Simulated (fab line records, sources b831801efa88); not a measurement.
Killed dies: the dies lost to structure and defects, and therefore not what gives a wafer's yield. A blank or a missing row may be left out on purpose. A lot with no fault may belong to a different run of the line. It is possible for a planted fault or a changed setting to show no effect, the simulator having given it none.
Comparing a struck lot with a sound one || flow gf180mcu || 14 out of 602 route steps
Sound: these wafers, L763.1, L763.4, L763.6. The struck wafers were L751.4, L751.5, L751.6. The cause is named last.
Per side, at each step with rows, come the tool, then ch with its chambers, and then its first start. Under that, the readings that differ: sound wafers || struck wafers || difference of the means || sigmas: that difference in standard deviations of wafers without a fault.
alike: words and numbers the same on both sides, and readings whose means are apart by under 2 such deviations; not compared: readings that were withheld, readings missing a value for some wafer, numbers with overlapping values and no deviation given by the record, and bounds like >300 which may hide the same value.
Wherever a step has rows on one side only, a row that says differs or no value, or a row with sigmas, the two part there. Non-overlapping numbers with no deviation appear without sigmas and do not part them. Lack of a reading on every wafer of one side parts them only where that side has two or more wafers.

first, 4 steps without rows for these wafers: GF_DNWELL_EXPOSE_04 (exposes mask DNWELL, target cd 1700 nm); GF_DNWELL_PEB_05; GF_DNWELL_DEVELOP_06 (develop time 60 s); GF_DNWELL_IMPLANT_07.
GF_DNWELL_STRIP_08: strips in O2/N2.
  sound on plasma-asher-01 ch 0,1, day 6 12:40; struck on plasma-asher-01 ch 0,1, day 3 21:42
  alike: drypump-motor-current-A, heater-power-w, oes-product-au, strip-time-to-endpoint-s
  not compared: rf-hours-counter-h
GF_DNWELL_TW_MEAS_09:
  struck on film-metro-03, day 3 21:48; sound on film-metro-02, day 6 12:46
  alike: DNWELL_TW
then, 6 steps without rows for these wafers: GF_NWELL_DEHYDRATE_00 (time 60 s); GF_NWELL_HMDS_01 (prime time 60 s); GF_NWELL_COAT_02 (resist thk 3000 nm); GF_NWELL_SOFTBAKE_03; GF_NWELL_EXPOSE_04 (exposes mask Nwell, target cd 860 nm); GF_NWELL_PEB_05.
GF_NWELL_DEVELOP_06: develop time 60 s.
  sound on litho-track-04 ch 0, day 7 04:00; struck on litho-track-01, day 4 10:00
  no value came back on the struck wafers for chill-plate-temp-C (C), develop-time-s (s); on the sound wafers chill-plate-temp-C (C) reads 23.10 23.05 22.87
GF_NWELL_OVL_MEAS_07:
  struck on overlay-02, day 4 10:56; sound on overlay-02, day 7 04:28
{"reading": "NWELL_OVL (nm)", "sound": "1.2 0.7 0.0", "struck": "- - -", "difference": "no value on the struck wafers", "sigmas": ""}

== WHERE THEY PART ==
Earliest at GF_NWELL_DEVELOP_06; latest, in this record, at GF_NWELL_OVL_MEAS_07.

WHY: the cause the simulator had injected
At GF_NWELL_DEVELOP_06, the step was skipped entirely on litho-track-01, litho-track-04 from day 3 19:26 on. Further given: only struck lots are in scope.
